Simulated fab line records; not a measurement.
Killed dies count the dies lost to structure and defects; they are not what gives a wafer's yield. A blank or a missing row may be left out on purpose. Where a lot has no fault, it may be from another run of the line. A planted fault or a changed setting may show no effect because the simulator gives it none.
The tool behind it: which one? / flow gf180mcu / 14 lots with 42 wafers sampled at 5 steps, on a route of 602 steps

WHAT THE GAUGES READ, wafer by wafer
GF_VT_IMPLANT_TW_MEAS_43. Usual: VT_IMPLANT_4_TW gives 688 (standard deviation 8.2).
lot=L825; measured=day 7 20:52; on=filmMetro-03; VT_IMPLANT_4_TW=695 694 696; flag=
lot=L827; measured=day 8 10:47; on=filmMetro-03; VT_IMPLANT_4_TW=693 697 691; flag=
lot=L829; measured=day 8 20:17; on=filmMetro-03; VT_IMPLANT_4_TW=691 693 692; flag=
lot=L830; measured=day 9 00:20; on=filmMetro-01; VT_IMPLANT_4_TW=679 683 683; flag=
lot=L831; measured=day 9 13:49; on=filmMetro-01; VT_IMPLANT_4_TW=676 683 680; flag=
lot=L832; measured=day 9 16:44; on=filmMetro-03; VT_IMPLANT_4_TW=695 698 699; flag=
lot=L837; measured=day 11 03:43; on=filmMetro-04; VT_IMPLANT_4_TW=677 682 680; flag=
lot=L840; measured=day 11 22:13; on=filmMetro-04; VT_IMPLANT_4_TW=678 680 679; flag=
lot=L841; measured=day 12 04:56; on=filmMetro-03; VT_IMPLANT_4_TW=694 693 693; flag=
lot=L842; measured=day 12 12:35; on=filmMetro-04; VT_IMPLANT_4_TW=678 675 675; flag=
lot=L843; measured=day 12 17:44; on=filmMetro-04; VT_IMPLANT_4_TW=675 675 676; flag=
lot=L844; measured=day 12 23:31; on=filmMetro-03; VT_IMPLANT_4_TW=692 693 691; flag=
lot=L846; measured=day 13 13:22; on=filmMetro-03; VT_IMPLANT_4_TW=696 691 694; flag=
lot=L847; measured=day 13 19:07; on=filmMetro-03; VT_IMPLANT_4_TW=691 691 695; flag=

GF_VT_IMPLANT_RS_MEAS_49: measurement is done with a four-point probe. Usual: MVPSD_RS gives 1170 ohm/sq (standard deviation 4.1).
lot=L825; measured=day 7 21:27; on=filmMetro-04; MVPSD_RS (ohm/sq)=1170 1167 1163; flag=
lot=L827; measured=day 8 11:22; on=filmMetro-01; MVPSD_RS (ohm/sq)=1169 1171 1172; flag=
lot=L829; measured=day 8 20:52; on=filmMetro-02; MVPSD_RS (ohm/sq)=1171 1168 1169; flag=
lot=L830; measured=day 9 00:54; on=filmMetro-02; MVPSD_RS (ohm/sq)=1165 1171 1167; flag=
lot=L831; measured=day 9 14:24; on=filmMetro-02; MVPSD_RS (ohm/sq)=1166 1166 1164; flag=
lot=L832; measured=day 9 17:26; on=filmMetro-02; MVPSD_RS (ohm/sq)=1178 1176 1180; flag=
lot=L837; measured=day 11 04:17; on=filmMetro-02; MVPSD_RS (ohm/sq)=1177 1174 1174; flag=
lot=L840; measured=day 11 22:47; on=filmMetro-02; MVPSD_RS (ohm/sq)=1169 1175 1170; flag=
lot=L841; measured=day 12 05:31; on=filmMetro-04; MVPSD_RS (ohm/sq)=1169 1167 1171; flag=
lot=L842; measured=day 12 13:13; on=filmMetro-02; MVPSD_RS (ohm/sq)=1169 1173 1171; flag=
lot=L843; measured=day 12 18:20; on=filmMetro-04; MVPSD_RS (ohm/sq)=1170 1173 1173; flag=
lot=L844; measured=day 13 00:06; on=filmMetro-02; MVPSD_RS (ohm/sq)=1170 1168 1167; flag=
lot=L846; measured=day 13 13:58; on=filmMetro-04; MVPSD_RS (ohm/sq)=1173 1173 1177; flag=
lot=L847; measured=day 13 19:41; on=filmMetro-01; MVPSD_RS (ohm/sq)=1166 1167 1162; flag=

GF_POLY_GATE_CD_MEAS_10: the cd target is 280 nm. Usual: cdNm reads 279.8 nm (standard deviation 1.2).
lot=L825; measured=day 9 13:16; on=cdSem-02; cdNm (nm)=283.3 282.0 282.7; flag=
lot=L827; measured=day 10 02:34; on=cdSem-01; cdNm (nm)=282.5 281.7 281.4; flag=
lot=L829; measured=day 10 14:31; on=cdSem-02; cdNm (nm)=279.8 279.5 280.2; flag=
lot=L830; measured=day 10 19:47; on=cdSem-02; cdNm (nm)=279.6 280.0 280.0; flag=
lot=L831; measured=day 11 08:37; on=cdSem-01; cdNm (nm)=281.6 280.2 281.1; flag=
lot=L832; measured=day 11 10:44; on=cdSem-01; cdNm (nm)=278.6 279.7 279.4; flag=
lot=L837; measured=day 13 01:35; on=cdSem-02; cdNm (nm)=276.8 278.7 278.3; flag=
lot=L840; measured=day 13 19:59; on=cdSem-02; cdNm (nm)=280.3 279.8 279.8; flag=
lot=L841; measured=day 14 02:59; on=cdSem-01; cdNm (nm)=278.8 279.7 279.6; flag=
lot=L842; measured=day 14 13:40; on=cdSem-01; cdNm (nm)=279.2 278.4 278.0; flag=
lot=L843; measured=day 14 20:50; on=cdSem-01; cdNm (nm)=278.8 279.0 278.7; flag=
lot=L844; measured=day 15 00:28; on=cdSem-02; cdNm (nm)=280.0 280.0 279.8; flag=
lot=L846; measured=day 15 14:45; on=cdSem-02; cdNm (nm)=278.3 278.7 278.5; flag=
lot=L847; measured=day 15 20:02; on=cdSem-01; cdNm (nm)=278.7 279.1 279.4; flag=

GF_HV_LDD_TW_MEAS_23. Usual: HV_LDD_2_TW gives 1048 (standard deviation 13).
lot=L825; measured=day 11 04:32; on=filmMetro-04; HV_LDD_2_TW=1041 1035 1040; flag=
lot=L827; measured=day 11 18:05; on=filmMetro-04; HV_LDD_2_TW=1044 1040 1043; flag=
lot=L829; measured=day 12 08:10; on=filmMetro-02; HV_LDD_2_TW=1000 998 997 999 996 990; flag=OFF
lot=L830; measured=day 12 12:12; on=filmMetro-02; HV_LDD_2_TW=1060 1065 1061; flag=
lot=L831; measured=day 13 07:43; on=filmMetro-01; HV_LDD_2_TW=1042 1043 1044; flag=
lot=L832; measured=day 13 07:27; on=filmMetro-02; HV_LDD_2_TW=1003 1008 1001; flag=OFF
lot=L837; measured=day 14 20:57; on=filmMetro-01; HV_LDD_2_TW=1053 1053 1050; flag=
lot=L840; measured=day 15 19:17; on=filmMetro-02; HV_LDD_2_TW=1062 1059 1058; flag=
lot=L841; measured=day 16 01:34; on=filmMetro-01; HV_LDD_2_TW=1050 1041 1048; flag=
lot=L842; measured=day 16 10:58; on=filmMetro-04; HV_LDD_2_TW=1029 1026 1028; flag=
lot=L843; measured=day 16 20:50; on=filmMetro-01; HV_LDD_2_TW=1046 1045 1040; flag=
lot=L844; measured=day 16 22:49; on=filmMetro-02; HV_LDD_2_TW=1067 1063 1069; flag=
lot=L846; measured=day 17 14:22; on=filmMetro-04; HV_LDD_2_TW=1037 1026 1031; flag=
lot=L847; measured=day 17 22:36; on=filmMetro-01; HV_LDD_2_TW=1048 1052 1049; flag=

EACH LOT AND THE TOOL THAT RAN IT (in order: tool; ch and the chambers of the sampled wafers; start)
lot=L825; GF_HV_LDD_IMPLANT_21=implanter-03 ch 0, day 11 04:18
lot=L827; GF_HV_LDD_IMPLANT_21=implanter-02 ch 0, day 11 17:51
lot=L829; GF_HV_LDD_IMPLANT_21=implanter-03 ch 0, day 12 07:55
lot=L830; GF_HV_LDD_IMPLANT_21=implanter-02 ch 0, day 12 11:57
lot=L831; GF_HV_LDD_IMPLANT_21=implanter-04 ch 0, day 13 07:28
lot=L832; GF_HV_LDD_IMPLANT_21=implanter-03 ch 0, day 13 07:12
lot=L837; GF_HV_LDD_IMPLANT_21=implanter-04 ch 0, day 14 20:42
lot=L840; GF_HV_LDD_IMPLANT_21=implanter-03 ch 0, day 15 19:02
lot=L841; GF_HV_LDD_IMPLANT_21=implanter-03 ch 0, day 16 01:21
lot=L842; GF_HV_LDD_IMPLANT_21=implanter-03 ch 0, day 16 10:45
lot=L843; GF_HV_LDD_IMPLANT_21=implanter-03 ch 0, day 16 20:37
lot=L844; GF_HV_LDD_IMPLANT_21=implanter-03 ch 0, day 16 22:35
lot=L846; GF_HV_LDD_IMPLANT_21=implanter-04 ch 0, day 17 14:09
lot=L847; GF_HV_LDD_IMPLANT_21=implanter-03 ch 0, day 17 22:21
- GF_HV_LDD_IMPLANT_21

WHAT THE TOOLS THEMSELVES READ (means of the sampled wafers that have a number; where no wafer has one, the mark that the record gives instead)
GF_HV_LDD_IMPLANT_21. Usual: beamOnS 10.01 s, standard deviation 0.2; faradayCurrentUA 282, standard deviation 5.4.
lot=L825; tool=implanter-03; beamOnS (s)=9.95; faradayCurrentUA=284; flag=
lot=L827; tool=implanter-02; beamOnS (s)=10.03; faradayCurrentUA=281; flag=
lot=L829; tool=implanter-03; beamOnS (s)=8.49; faradayCurrentUA=332; flag=OFF
lot=L830; tool=implanter-02; beamOnS (s)=10.14; faradayCurrentUA=278; flag=
lot=L831; tool=implanter-04; beamOnS (s)=9.81; faradayCurrentUA=287; flag=
lot=L832; tool=implanter-03; beamOnS (s)=8.07; faradayCurrentUA=348; flag=OFF
lot=L837; tool=implanter-04; beamOnS (s)=9.92; faradayCurrentUA=283; flag=
lot=L840; tool=implanter-03; beamOnS (s)=10.10; faradayCurrentUA=280; flag=
lot=L841; tool=implanter-03; beamOnS (s)=10.00; faradayCurrentUA=281; flag=
lot=L842; tool=implanter-03; beamOnS (s)=10.14; faradayCurrentUA=279; flag=
lot=L843; tool=implanter-03; beamOnS (s)=10.03; faradayCurrentUA=282; flag=
lot=L844; tool=implanter-03; beamOnS (s)=9.95; faradayCurrentUA=283; flag=
lot=L846; tool=implanter-04; beamOnS (s)=10.17; faradayCurrentUA=278; flag=
lot=L847; tool=implanter-03; beamOnS (s)=10.17; faradayCurrentUA=276; flag=

THE ANSWER, worked out from the rows above alone
Rule: a lot counts as off when the mean over its wafers that have a number is more than 3 standard deviations away from the usual mean. Also off: a lot with no number at a reading for which 4 or more lots have one. Any other lot the step has rows for is counted as sound. First the gauges in route order, then the tools' own readings, where a lot's mean is used as printed above. At the first step where some lot is off, the reading lying furthest off is the one used; lots without a number count as furthest.
Off: L829, L832, seen at GF_HV_LDD_TW_MEAS_23 (HV_LDD_2_TW).
If a tool, at a process step before that reading, ran all the lots that are off and no sound lot after the first of them, it fits. The gauges at GF_HV_LDD_TW_MEAS_23 aren't tried: what is off there is off at GF_HV_LDD_IMPLANT_21 too, on other tools, and a gauge's error can't cause that. No candidate that was tried fits.

WHAT THE SIMULATOR PUT IN
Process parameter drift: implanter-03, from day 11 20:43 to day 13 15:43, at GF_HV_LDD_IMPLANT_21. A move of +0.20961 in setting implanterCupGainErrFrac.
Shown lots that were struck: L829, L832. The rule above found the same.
